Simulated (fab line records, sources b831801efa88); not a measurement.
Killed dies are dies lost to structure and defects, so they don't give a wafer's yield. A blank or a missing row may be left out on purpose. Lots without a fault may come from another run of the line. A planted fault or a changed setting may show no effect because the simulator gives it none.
fab line records | flow sfq_line
record lots=14 wafers=41 last_day=97
route steps=325 shown I7@296 M8@322
lots that met no fault: from a run of the same line without faults
start_h: hours from the record's first day to the start of the lot's first wafer shown | wait_h: hours since the lot's step before | " the same as in the row above | L1.1+2: a row that stands for several wafers | - no value, or no start given | * or withheld: withheld | < > ~ a bound
route shown NAME@n: a module of which the file shows steps, and the number in the route of the first | usual: mean/standard deviation of fault-free wafers | same: alike in all rows | chamber/n: place in a boat | sites: the reading at each site | _std_site: their standard deviation | _edge_site: outer sites' mean less inner sites' | radius_mm: how far each site lies from the wafer's centre | mask NAME#n: copy n | behind: the tool/chamber that last shaped the wafer | hold: why the lot was held/for how many hours/how that ended | device: the transistor (n, p or np) that didn't switch | end of line: the same wafers' tests at the end of the route | a step without rows: its recipe alone | killed: dies lost to structure and defects at the first sort, not the wafer's yield | map: a wafer's dies, x killed, . not, _ none there
set.NAME: the setting as run; set.NAME@STEP: as run at that earlier step | model.NAME: the simulator's own value behind a step, which no gauge read
steps of the route over a sample of lots; a table a step, a row a wafer
services: from which hour (start_h, from the record's first day; less than 0 if before it) a tool's chamber was out of use, for how many hours, and why
## steps
# step SFQ_TRILAYER_I7_DEP_PECVD_183
# recipe material=SiO2 temp_c=150 time_s=111.11 pressure_torr=2.4 rf_w=183.3 precursor=SiH4/N2O target_thk_nm=500
# usual heater_power_w=77/12 throttle_valve_pct=25.0/1.5
# columns lot.wafer tool chamber start_h wait_h heater_power_w throttle_valve_pct
L996.1 pecvd-01 0 1954.92 0.0 70 28.1
L996.2 " 1 " " 68 25.0
L996.5 " 2 " " 70 27.4
L997.1 pecvd-01 2 1958.53 0.0 66 27.6
L997.2 " 0 " " 68 28.2
L997.5 " 0 " " 67 28.2
L999.2 pecvd-01 0 1964.08 0.0 68 28.0
L999.3 " 2 " " 56 27.5
L999.6 " 1 " " 80 25.4
L100.3 pecvd-02 2 1970.84 0.0 84 23.0
L100.4 " 1 " " 74 25.1
L100.6 " 0 " " 98 24.4
L102.1 pecvd-04 0 1984.48 0.0 100 23.7
L102.3 " 1 " " 87 24.4
L102.6 " 0 " " 103 23.6
L103.3 pecvd-02 1 1992.88 0.0 67 25.4
L103.4 " 1 " " 69 25.4
L103.6 " 2 " " 80 23.1
L104.3 pecvd-01 1 1995.28 0.0 72 25.2
L104.4 " 1 " " 74 25.0
L104.5 " 0 " " 59 27.9
L110.3 pecvd-04 2 2057.78 0.0 70 25.3
L110.6 " 2 " " 77 25.4
L111.2 pecvd-02 0 2062.58 0.0 98 24.4
L111.3 " 2 " " 80 23.2
L111.4 " 2 " " 81 23.4
L113.3 pecvd-01 1 2074.58 0.0 73 23.1
L113.4 " 1 " " 77 23.2
L113.5 " 0 " " 63 23.4
L114.1 pecvd-02 0 2076.53 0.0 95 24.1
L114.3 " 1 " " 78 25.5
L114.4 " 2 " " 86 23.3
L116.3 pecvd-04 0 2121.96 0.0 96 23.5
L116.4 " 2 " " 69 25.5
L116.5 " 0 " " 98 23.5
L118.1 pecvd-04 0 2148.82 0.0 94 23.7
L118.5 " 0 " " 97 23.8
L118.6 " 2 " " 74 25.7
L119.1 pecvd-02 2 2151.34 0.0 80 23.7
L119.4 " 2 " " 85 23.4
L119.6 " 0 " " 97 24.5
# step SFQ_TRILAYER_I7_VIA_BARC_OPEN_VIA_ETCH_260
# recipe mask_material=PR chemistry=O2 target_depth_nm=125 target=BARC source_w=500 bias_w=80 pressure_mtorr=30 time_s=41.7
# usual drypump_motor_current_A=5.8/0.58 oes_product_au=0.685/0.0045
# columns lot.wafer tool chamber start_h wait_h drypump_motor_current_A oes_product_au rf_hours_counter_h
L996.1 rie_diel-03 1 2054.42 0.0 6.3 0.685 15
L996.2 " 2 " " 6.5 0.680 8
L996.5 " 2 " " 6.4 0.682 -
L997.1 rie_diel-01 3 2060.42 0.0 5.8 0.694 3
L997.2 " 1 " " 6.3 0.682 0
L997.5 " 1 " " 6.3 0.690 -
L999.2 rie_diel-03 2 2070.02 0.0 6.4 0.678 8
L999.3 " 0 " " 5.6 0.683 16
L999.6 " 1 " " 6.3 0.679 -
L100.3 rie_diel-04 2 2076.27 0.0 6.4 0.681 19
L100.4 " 1 " " 5.4 0.687 12
L100.6 " 0 " " 5.7 0.684 -
L102.1 rie_diel-04 0 2087.07 0.0 5.6 0.687 4
L102.3 " 3 " " 4.7 0.685 -
L102.6 " 0 " " 5.6 0.681 -
L103.3 rie_diel-04 0 2095.47 0.0 5.7 0.684 5
L103.4 " 3 " " 4.7 0.684 -
L103.6 " 0 " " 5.6 0.677 -
L104.3 rie_diel-03 2 2100.07 0.0 6.4 0.681 9
L104.4 " 3 " " 4.8 0.689 6
L104.5 " 0 " " 5.6 0.682 -
L110.3 rie_diel-03 0 2153.86 0.0 5.6 0.684 18
L110.6 " 1 " " 6.3 0.692 -
L111.2 rie_diel-03 3 2157.46 0.0 4.8 0.687 7
L111.3 " 0 " " 5.6 0.679 18
L111.4 " 1 " " 6.3 0.688 18
L113.3 rie_diel-01 1 2170.66 0.0 6.3 0.692 3
L113.4 " 3 " " 5.8 0.686 6
L113.5 " 2 " " 5.6 0.686 -
L114.1 rie_diel-04 0 2177.82 0.0 5.6 0.689 6
L114.3 " 1 " " 5.4 0.685 14
L114.4 " 2 " " 6.4 0.684 1
L116.3 rie_diel-04 3 2221.47 0.0 4.7 0.686 19
L116.4 " 2 " " 6.4 0.689 1
L116.5 " 0 " " 5.7 0.688 -
L118.1 rie_diel-04 0 2247.09 0.0 5.7 0.692 7
L118.5 " 1 " " 5.4 0.682 -
L118.6 " 2 " " 6.4 0.681 -
L119.1 rie_diel-03 0 2251.89 0.0 5.6 0.690 20
L119.4 " 2 " " 6.4 0.682 12
L119.6 " 1 " " 6.3 0.688 -
# step SFQ_TRILAYER_I7_VIA_STRIP_STRIP_191
# recipe gas=O2 power_w=200 platen_temp_c=40 overash_fraction=0.65 chemistry=O2 pressure_mtorr=50
# usual chamber_pressure_mTorr=50.00/0.045 drypump_motor_current_A=5.6/0.39 oes_product_au=0.999/0.0068
# same overash_fraction=0.65
# columns lot.wafer tool chamber start_h wait_h chamber_pressure_mTorr drypump_motor_current_A oes_product_au rf_hours_counter_h
L996.1 rie_metal-04 0 2054.58 - 49.97 5.6 1.008 33
L996.2 " 1 " " 49.99 6.2 0.999 96
L996.5 " 0 " " 50.02 5.6 0.999 -
L997.1 rie_metal-03 1 2060.58 - 50.02 4.8 0.991 129
L997.2 " 0 " " 50.06 5.5 0.994 68
L997.5 " 0 " " 50.03 5.5 0.996 -
L999.2 rie_metal-04 0 2070.18 - 49.95 5.6 1.001 36
L999.3 " 1 " " 50.05 6.2 0.995 -
L999.6 " 1 " " 50.05 6.2 0.995 -
L100.3 rie_metal-03 1 2076.63 - 50.05 4.8 0.993 -
L100.4 " 0 " " 50.00 5.6 1.004 -
L100.6 " 0 " " 50.08 5.6 1.013 -
L102.1 rie_metal-04 1 2087.30 - 50.09 6.2 0.993 102
L102.3 " 1 " " 50.04 6.2 1.000 -
L102.6 " 1 " " 50.02 6.2 0.996 -
L103.3 rie_metal-03 0 2096.03 - 50.05 5.5 1.005 -
L103.4 " 0 " " 50.01 5.6 0.988 -
L103.6 " 0 " " 50.02 5.6 0.988 -
L104.3 rie_metal-01 1 2100.42 - 50.02 5.4 1.000 -
L104.4 " 0 " " 50.00 5.9 1.001 -
L104.5 " 0 " " 49.94 5.9 1.008 -
L110.3 rie_metal-04 0 2154.21 - 59.94 5.5 1.008 -
L110.6 " 0 " " 60.02 5.5 0.997 -
L111.2 rie_metal-04 0 2157.61 - 59.96 5.6 1.007 50
L111.3 " 1 " " 49.92 6.2 1.002 -
L111.4 " 0 " " 59.98 5.6 1.008 -
L113.3 rie_metal-01 0 2171.34 - 50.02 5.9 0.999 -
L113.4 " 0 " " 50.10 5.9 0.999 -
L113.5 " 0 " " 49.97 5.9 1.004 -
L114.1 rie_metal-03 1 2177.97 - 49.92 4.8 0.991 7
L114.3 " 1 " " 49.96 4.8 0.998 -
L114.4 " 0 " " 49.99 5.6 0.987 -
L116.3 rie_metal-03 0 2221.82 - 50.08 5.5 0.992 -
L116.4 " 1 " " 50.00 4.8 1.005 -
L116.5 " 1 " " 50.01 4.8 1.002 -
L118.1 rie_metal-03 0 2247.24 - 49.99 5.6 0.995 93
L118.5 " 0 " " 50.00 5.6 0.991 -
L118.6 " 1 " " 49.97 4.9 1.000 -
L119.1 rie_metal-04 0 2252.04 - 50.02 5.5 0.998 59
L119.4 " 0 " " 50.03 5.5 0.984 -
L119.6 " 0 " " 50.06 5.5 0.989 -
# step SFQ_M8_RS_MEAS_949
# recipe thk_meas_gauge=four-point-probe reads=Au_of_TRILAYER_M8_DEP_EVAP_196+Pt_of_TRILAYER_M8_DEP_EVAP_198+Ti_of_TRILAYER_M8_DEP_EVAP_197
# usual M8_AU_RS=0.1534/0.0013
# columns lot.wafer tool chamber start_h wait_h M8_AU_RS[ohm/sq]
L996.1 film_metro-04 - 2063.81 0.3 0.1531
L996.2 " - " " 0.1511
L996.5 " - " " 0.1532
L997.1 film_metro-04 - 2071.01 0.3 0.1532
L997.2 " - " " 0.1524
L997.5 " - " " 0.1533
L999.2 film_metro-03 - 2161.87 0.3 0.1567
L999.3 " - " " 0.1573
L999.6 " - " " 0.1563
L100.3 film_metro-04 - 2169.03 0.3 0.1526
L100.4 " - " " 0.1512
L100.6 " - " " 0.1526
L102.1 film_metro-02 - 2185.00 0.3 0.1542
L102.3 " - " " 0.1544
L102.6 " - " " 0.1522
L103.3 film_metro-04 - 2197.04 0.3 0.1542
L103.4 " - " " 0.1527
L103.6 " - " " 0.1540
L104.3 film_metro-04 - 2199.44 0.3 0.1523
L104.4 " - " " 0.1533
L104.5 " - " " 0.1546
L110.3 film_metro-04 - 2250.26 0.3 0.1529
L110.6 " - " " 0.1504
L111.2 film_metro-04 - 2255.04 0.3 0.1528
L111.3 " - " " 0.1520
L111.4 " - " " 0.1525
L113.3 film_metro-03 - 2265.86 0.3 0.1543
L113.4 " - " " 0.1523
L113.5 " - " " 0.1544
L114.1 film_metro-04 - 2271.82 0.3 0.1532
L114.3 " - " " 0.1548
L114.4 " - " " 0.1549
L116.3 film_metro-02 - 2303.19 0.3 0.1544
L116.4 " - " " 0.1514
L116.5 " - " " 0.1533
L118.1 film_metro-03 - 2326.41 0.3 0.1531
L118.5 " - " " 0.1527
L118.6 " - " " 0.1537
L119.1 film_metro-02 - 2330.01 0.3 0.1544
L119.4 " - " " 0.1533
L119.6 " - " " 0.1546
## services
# columns tool chamber start_h hours kind
rie_metal-03 - 1934.81 0.6 repair
pecvd-02 - 1941.80 0.9 repair
rie_diel-04 0 2002.75 2.1 repair
rie_diel-03 3 2022.47 2.0 repair
rie_diel-03 3 2035.00 7.6 repair
rie_diel-04 2 2044.14 3.6 repair
rie_diel-03 3 2052.41 22.2 repair
pecvd-02 - 2052.44 6.0 pm
pecvd-01 - 2055.75 14.0 pm
rie_diel-03 2 2056.15 9.5 repair
rie_diel-04 - 2060.26 14.6 pm
rie_diel-03 - 2060.56 0.5 repair
pecvd-01 - 2065.10 0.8 repair
rie_diel-04 1 2084.84 8.1 repair
rie_diel-03 3 2102.62 8.0 repair
pecvd-02 2 2114.30 3.4 repair
rie_metal-03 - 2134.41 0.9 repair
pecvd-02 - 2136.07 14.6 pm
rie_metal-04 - 2136.62 0.4 repair
pecvd-02 - 2168.53 1.3 repair
rie_diel-03 - 2173.13 0.2 repair
rie_diel-04 2 2205.68 3.9 repair
rie_diel-04 0 2227.27 3.7 repair
rie_diel-03 1 2227.67 5.6 repair
## key
first_sign step=SFQ_TRILAYER_I7_VIA_STRIP_STRIP_191 reading=chamber_pressure_mTorr direction=up sigmas=99+ usual=50.00 struck=59.97
effect none on later readings
met_at SFQ_TRILAYER_I7_VIA_STRIP_STRIP_191
struck_lots L110,L111
struck_wafers L110.3,L110.6,L111.2,L111.4
not_acting_at SFQ_TRILAYER_I7_DEP_PECVD_183,SFQ_TRILAYER_I7_VIA_BARC_OPEN_VIA_ETCH_260,SFQ_M8_RS_MEAS_949
onset_between 2070.18 2154.21
fault kind=process_parameter_drift tool=rie_metal-04 chamber=0 onset_h=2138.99 steps=SFQ_TRILAYER_I7_VIA_STRIP_STRIP_191 channel=pressure_mtorr offset=10 shape=step end_h=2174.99 acts_in=these_recipes_only stated=50
